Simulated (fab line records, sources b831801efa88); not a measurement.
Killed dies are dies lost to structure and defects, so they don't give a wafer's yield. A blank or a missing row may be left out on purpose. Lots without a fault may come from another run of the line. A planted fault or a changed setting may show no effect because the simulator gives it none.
Tool commonality check | flow sky130 | 11 lots, 42 wafers sampled

WHY IT WAS OPENED
At SKY_SD_P_TW_MEAS_11 the reading SD_P_TW is flagged on 3 of 11 lots. Wafers without a fault read 2822, standard deviation 15.
Rule: a lot is flagged when every wafer of it that has a number lies more than 4 standard deviations from that mean, or none has a number. The other lots count as sound.

lot  | measured     | on            | SD_P_TW, wafer by wafer | flag
L645 | day 28 08:27 | film_metro-01 | 2832 2817 2826          |
L646 | day 28 09:30 | film_metro-03 | 2833 2828 2847          |
L648 | day 29 02:25 | film_metro-03 | 2843 2839 2837          |
L652 | day 29 06:26 | film_metro-01 | 2803 2827 2804          |
L654 | day 30 11:28 | film_metro-01 | 2815 2823 2810          |
L656 | day 31 13:58 | film_metro-01 | 30 30 30 30 30 30       | FLAGGED
L659 | day 32 00:16 | film_metro-01 | 30 30 30 30 30 30       | FLAGGED
L658 | day 32 02:36 | film_metro-02 | 30 30 30 30 30 30       | FLAGGED
L660 | day 32 11:43 | film_metro-02 | 2819 2827 2813          |
L661 | day 32 11:46 | film_metro-02 | 2828 2842 2816          |
L664 | day 33 05:33 | film_metro-02 | 2831 2821 2834          |
The numbers of the flagged lots are 30 on average: -2792 against the usual, or -99 or more standard deviations.

WHICH TOOL RAN EACH LOT
The record holds 3 process steps before the reading, out of a route of 708 steps. In each cell: the tool, then ch and the chambers that the sampled wafers went through, then the start.
lot  | flag    | SKY_POLY_GATE_ETCH_15              | SKY_POLY_CUT_STRIP_12                | SKY_SD_P_STRIP_10
L645 |         | rie_diel-01 ch 0,2,3, day 19 09:20 | plasma_asher-02 ch 0,1, day 27 03:20 | plasma_asher-04 ch 0, day 28 08:21
L646 |         | rie_diel-01 ch 0,1,3, day 19 12:02 | plasma_asher-01 ch 0,1, day 27 04:47 | plasma_asher-03 ch 0,1, day 28 09:24
L648 |         | rie_diel-03 ch 2,3, day 20 08:12   | plasma_asher-01 ch 0,1, day 27 21:59 | plasma_asher-02 ch 0,1, day 29 02:19
L652 |         | rie_diel-03 ch 1,2, day 20 10:25   | plasma_asher-02 ch 0,1, day 28 02:22 | plasma_asher-02 ch 0,1, day 29 06:20
L654 |         | rie_diel-04 ch 0,1,2, day 21 18:54 | plasma_asher-04 ch 0,1, day 29 07:43 | plasma_asher-03 ch 0, day 30 11:21
L656 | FLAGGED | rie_diel-01 ch 1,2, day 22 22:47   | plasma_asher-04 ch 0,1, day 30 09:44 | plasma_asher-02 ch 0,1, day 31 13:52
L659 | FLAGGED | rie_diel-04 ch 1,2,3, day 23 10:49 | plasma_asher-04 ch 0,1, day 30 20:37 | plasma_asher-02 ch 0,1, day 32 00:09
L658 | FLAGGED | rie_diel-04 ch 1,2, day 23 13:47   | plasma_asher-02 ch 0, day 30 23:07   | plasma_asher-02 ch 0,1, day 32 02:30
L660 |         | rie_diel-04 ch 2,3, day 23 20:55   | plasma_asher-02 ch 0,1, day 31 08:20 | plasma_asher-04 ch 0,1, day 32 11:36
L661 |         | rie_diel-01 ch 0,3, day 23 23:14   | plasma_asher-01 ch 0,1, day 31 08:35 | plasma_asher-02 ch 0,1, day 32 11:40
L664 |         | rie_diel-01 ch 1,3, day 24 16:05   | plasma_asher-01 ch 0,1, day 32 01:32 | plasma_asher-04 ch 0,1, day 33 05:27
What these steps do:
- SKY_POLY_GATE_ETCH_15: etches BARC in N2/H2, stops on SiO2, time 118.5 s, target depth 110 nm.
- SKY_POLY_CUT_STRIP_12: strips in O2/N2.
- SKY_SD_P_STRIP_10: strips in O2/N2.
- SKY_SD_P_TW_MEAS_11

FLAGGED OVER TOTAL, TOOL BY TOOL (the gauges that took the reading come last)
step                  | tool            | lots run | flagged | share of the flagged lots | sound lots run after its first flagged lot
SKY_POLY_GATE_ETCH_15 | rie_diel-01     | 5        | 1       | some                      | 2 (L661,L664)
SKY_POLY_GATE_ETCH_15 | rie_diel-03     | 2        | 0       | none                      | -
SKY_POLY_GATE_ETCH_15 | rie_diel-04     | 4        | 2       | some                      | 1 (L660)
SKY_POLY_CUT_STRIP_12 | plasma_asher-01 | 4        | 0       | none                      | -
SKY_POLY_CUT_STRIP_12 | plasma_asher-02 | 4        | 1       | some                      | 1 (L660)
SKY_POLY_CUT_STRIP_12 | plasma_asher-04 | 3        | 2       | some                      | 0
SKY_SD_P_STRIP_10     | plasma_asher-02 | 6        | 3       | all                       | 1 (L661)
SKY_SD_P_STRIP_10     | plasma_asher-03 | 2        | 0       | none                      | -
SKY_SD_P_STRIP_10     | plasma_asher-04 | 3        | 0       | none                      | -
SKY_SD_P_TW_MEAS_11   | film_metro-01   | 5        | 2       | some                      | 0
SKY_SD_P_TW_MEAS_11   | film_metro-02   | 4        | 1       | some                      | 3 (L660,L661,L664)
SKY_SD_P_TW_MEAS_11   | film_metro-03   | 2        | 0       | none                      | -

WHAT THE TABLE ALLOWS
1 row of the table ran every flagged lot: plasma_asher-02 at SKY_SD_P_STRIP_10.
- plasma_asher-02 at SKY_SD_P_STRIP_10: 3 of its 6 lots flagged. Sound lots ran on it after the first flagged one (L661), which a lasting fault on the whole tool wouldn't allow. Its own readings lie more than 4 standard deviations out on every wafer of the flagged lots: oes_product_au, strip_time_to_endpoint_s.
No row of the table ran every flagged lot and no sound lot after the first.

WHAT THE SIMULATOR HAD PUT IN
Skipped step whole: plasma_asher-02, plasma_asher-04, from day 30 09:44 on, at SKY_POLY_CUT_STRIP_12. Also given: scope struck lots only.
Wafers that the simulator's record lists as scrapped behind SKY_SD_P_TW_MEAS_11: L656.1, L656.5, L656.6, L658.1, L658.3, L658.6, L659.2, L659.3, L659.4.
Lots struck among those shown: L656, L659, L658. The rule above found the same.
